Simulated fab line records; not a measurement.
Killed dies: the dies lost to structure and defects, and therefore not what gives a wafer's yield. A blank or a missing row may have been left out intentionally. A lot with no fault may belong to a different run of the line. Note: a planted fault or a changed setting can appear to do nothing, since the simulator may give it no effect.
Split-lot trial || flow gf180mcu || 5 lots, 23 wafers read, on a route of 602 steps

## SPLIT DETAILS
At GF_DUAL_GATE_COAT_06 (resist thk 1000 nm), the setting resist_thk_nm was moved away from the recipe's 1000 nm on 6 of the 23 wafers read, by -3.1% to +6.0%. For the rest of the wafers, this setting stayed at what the recipe calls for.

The split's own step is where the reading is taken.

## THE READING
NOVOLAK_of_DUAL_GATE_COAT_06.thk_nm (the simulator's own value, which no gauge read), in nm, at GF_DUAL_GATE_COAT_06 (resist thk 1000 nm). The file does not state a usual value for it. Average 1001.1 nm, standard deviation 2.9 nm, over the 17 wafers here run with the recipe.

{"wafer": "L074.1", "tool, chamber at the split": "litho_track-02, 0", "resist_thk_nm as run, nm": 1000, "against the recipe": "recipe", "NOVOLAK_of_DUAL_GATE_COAT_06.thk_nm, nm": 1003, "against lot-mates on the recipe": "-"}
{"wafer": "L074.2", "tool, chamber at the split": "litho_track-02, 0", "resist_thk_nm as run, nm": 1000, "against the recipe": "recipe", "NOVOLAK_of_DUAL_GATE_COAT_06.thk_nm, nm": 1004, "against lot-mates on the recipe": "-"}
{"wafer": "L074.6", "tool, chamber at the split": "litho_track-02, 0", "resist_thk_nm as run, nm": 1000, "against the recipe": "recipe", "NOVOLAK_of_DUAL_GATE_COAT_06.thk_nm, nm": 1004, "against lot-mates on the recipe": "-"}
{"wafer": "L076.1", "tool, chamber at the split": "litho_track-04, 0", "resist_thk_nm as run, nm": 1000, "against the recipe": "recipe", "NOVOLAK_of_DUAL_GATE_COAT_06.thk_nm, nm": 1004, "against lot-mates on the recipe": "-"}
{"wafer": "L076.2", "tool, chamber at the split": "litho_track-04, 0", "resist_thk_nm as run, nm": 1000, "against the recipe": "recipe", "NOVOLAK_of_DUAL_GATE_COAT_06.thk_nm, nm": 1002, "against lot-mates on the recipe": "-"}
{"wafer": "L076.4", "tool, chamber at the split": "litho_track-04, 0", "resist_thk_nm as run, nm": 1000, "against the recipe": "recipe", "NOVOLAK_of_DUAL_GATE_COAT_06.thk_nm, nm": 1002, "against lot-mates on the recipe": "-"}
{"wafer": "L076.6", "tool, chamber at the split": "litho_track-04, 0", "resist_thk_nm as run, nm": 1000, "against the recipe": "recipe", "NOVOLAK_of_DUAL_GATE_COAT_06.thk_nm, nm": 1002, "against lot-mates on the recipe": "-"}
{"wafer": "L076.5", "tool, chamber at the split": "litho_track-04, 0", "resist_thk_nm as run, nm": 1000, "against the recipe": "recipe", "NOVOLAK_of_DUAL_GATE_COAT_06.thk_nm, nm": 1006, "against lot-mates on the recipe": "-"}
{"wafer": "L077.1", "tool, chamber at the split": "litho_track-02, 0", "resist_thk_nm as run, nm": 1000, "against the recipe": "recipe", "NOVOLAK_of_DUAL_GATE_COAT_06.thk_nm, nm": 1002, "against lot-mates on the recipe": "-"}
{"wafer": "L077.2", "tool, chamber at the split": "litho_track-02, 0", "resist_thk_nm as run, nm": 1000, "against the recipe": "recipe", "NOVOLAK_of_DUAL_GATE_COAT_06.thk_nm, nm": 1001, "against lot-mates on the recipe": "-"}
{"wafer": "L077.3", "tool, chamber at the split": "litho_track-02, 0", "resist_thk_nm as run, nm": 1000, "against the recipe": "recipe", "NOVOLAK_of_DUAL_GATE_COAT_06.thk_nm, nm": 997.5, "against lot-mates on the recipe": "-"}
{"wafer": "L077.5", "tool, chamber at the split": "litho_track-02, 0", "resist_thk_nm as run, nm": 968.6, "against the recipe": "-3.1%", "NOVOLAK_of_DUAL_GATE_COAT_06.thk_nm, nm": 970.8, "against lot-mates on the recipe": -29.4}
{"wafer": "L077.6", "tool, chamber at the split": "litho_track-02, 0", "resist_thk_nm as run, nm": 968.6, "against the recipe": "-3.1%", "NOVOLAK_of_DUAL_GATE_COAT_06.thk_nm, nm": 965.9, "against lot-mates on the recipe": -34.3}
{"wafer": "L079.1", "tool, chamber at the split": "litho_track-04, 0", "resist_thk_nm as run, nm": 1000, "against the recipe": "recipe", "NOVOLAK_of_DUAL_GATE_COAT_06.thk_nm, nm": 1001, "against lot-mates on the recipe": "-"}
{"wafer": "L079.4", "tool, chamber at the split": "litho_track-04, 0", "resist_thk_nm as run, nm": 1000, "against the recipe": "recipe", "NOVOLAK_of_DUAL_GATE_COAT_06.thk_nm, nm": 1001, "against lot-mates on the recipe": "-"}
{"wafer": "L079.2", "tool, chamber at the split": "litho_track-04, 0", "resist_thk_nm as run, nm": 1060, "against the recipe": "+6.0%", "NOVOLAK_of_DUAL_GATE_COAT_06.thk_nm, nm": 1060, "against lot-mates on the recipe": "+59.5"}
{"wafer": "L079.5", "tool, chamber at the split": "litho_track-04, 0", "resist_thk_nm as run, nm": 1060, "against the recipe": "+6.0%", "NOVOLAK_of_DUAL_GATE_COAT_06.thk_nm, nm": 1060, "against lot-mates on the recipe": "+59.5"}
{"wafer": "L079.3", "tool, chamber at the split": "litho_track-04, 0", "resist_thk_nm as run, nm": 1000, "against the recipe": "recipe", "NOVOLAK_of_DUAL_GATE_COAT_06.thk_nm, nm": 999.5, "against lot-mates on the recipe": "-"}
{"wafer": "L080.1", "tool, chamber at the split": "litho_track-04, 0", "resist_thk_nm as run, nm": 1000, "against the recipe": "recipe", "NOVOLAK_of_DUAL_GATE_COAT_06.thk_nm, nm": 994.5, "against lot-mates on the recipe": "-"}
{"wafer": "L080.2", "tool, chamber at the split": "litho_track-04, 0", "resist_thk_nm as run, nm": 1000, "against the recipe": "recipe", "NOVOLAK_of_DUAL_GATE_COAT_06.thk_nm, nm": 997.2, "against lot-mates on the recipe": "-"}
{"wafer": "L080.4", "tool, chamber at the split": "litho_track-04, 0", "resist_thk_nm as run, nm": 1000, "against the recipe": "recipe", "NOVOLAK_of_DUAL_GATE_COAT_06.thk_nm, nm": 997.7, "against lot-mates on the recipe": "-"}
{"wafer": "L080.5", "tool, chamber at the split": "litho_track-04, 0", "resist_thk_nm as run, nm": 1056, "against the recipe": "+5.6%", "NOVOLAK_of_DUAL_GATE_COAT_06.thk_nm, nm": 1053, "against lot-mates on the recipe": "+56.5"}
{"wafer": "L080.6", "tool, chamber at the split": "litho_track-04, 0", "resist_thk_nm as run, nm": 1056, "against the recipe": "+5.6%", "NOVOLAK_of_DUAL_GATE_COAT_06.thk_nm, nm": 1054, "against lot-mates on the recipe": "+57.5"}

THE FIT
A straight line over all 23 wafers: NOVOLAK_of_DUAL_GATE_COAT_06.thk_nm changes by +9.75 nm for each +1% of resist_thk_nm; r = +0.99; the points scatter about the line by 2.9 nm.
The same after taking each lot's own level away (the mean of its wafers on the recipe; 23 wafers): +10.1 nm for each +1%; r = +1.00; scatter 1.5 nm.
On that fit, the largest move of resist_thk_nm shifts the reading by 60 nm.
Across the lots, their own levels run from 996.47 to 1003.67 nm, a range of 2.5 times the standard deviation given above.
The two slopes are in agreement: the lot-to-lot level therefore moves the slope only a little.
Check: with one of the wafers moved furthest among these (+6.0%) left out of the fit, the line predicts +60.6 nm for it against its lot-mates. It came out at +59.5 nm against them.

## THESE WAFERS: OTHER SPLITS
Other splits were also applied to these wafers ahead of the reading. Each is held against what the fit with the lots' levels taken away leaves over:
{"other split on the same wafers": "GF_STI_ETCH_13 source_w", "wafers away from the commonest value": 11, "r with NOVOLAK_of_DUAL_GATE_COAT_06.thk_nm (lot level and that fit taken away)": -0.09}
{"other split on the same wafers": "GF_STI_CVD_23 sih4_flow_sccm", "wafers away from the commonest value": 6, "r with NOVOLAK_of_DUAL_GATE_COAT_06.thk_nm (lot level and that fit taken away)": -0.08}
{"other split on the same wafers": "GF_NWELL_SOFTBAKE_03 temp_c", "wafers away from the commonest value": 9, "r with NOVOLAK_of_DUAL_GATE_COAT_06.thk_nm (lot level and that fit taken away)": "+0.21"}
{"other split on the same wafers": "GF_MVPSD_COAT_02 spin_rpm", "wafers away from the commonest value": 8, "r with NOVOLAK_of_DUAL_GATE_COAT_06.thk_nm (lot level and that fit taken away)": -0.29}
{"other split on the same wafers": "GF_VT_IMPLANT_IMPLANT_08 energy_kev", "wafers away from the commonest value": 8, "r with NOVOLAK_of_DUAL_GATE_COAT_06.thk_nm (lot level and that fit taken away)": -0.06}

## THE WHOLE CHAIN: every reading that the file lists as answering this split, in the file's order
{"step": "GF_DUAL_GATE_COAT_06", "what it does": "resist thk 1000 nm", "reading": "NOVOLAK_of_DUAL_GATE_COAT_06.thk_nm (the simulator's own value, which no gauge read)", "change (the file's fit)": "+10 nm for each +1% of the setting", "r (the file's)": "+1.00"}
{"step": "GF_DUAL_GATE_STRIP_13", "what it does": "strips in O2/N2", "reading": "strip_time_to_endpoint_s", "change (the file's fit)": "withheld for each +1% of the setting", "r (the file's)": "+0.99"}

## THE FILE'S OWN FIT
NOVOLAK_of_DUAL_GATE_COAT_06.thk_nm changes by +10 nm for each +1% of resist_thk_nm, r = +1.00.
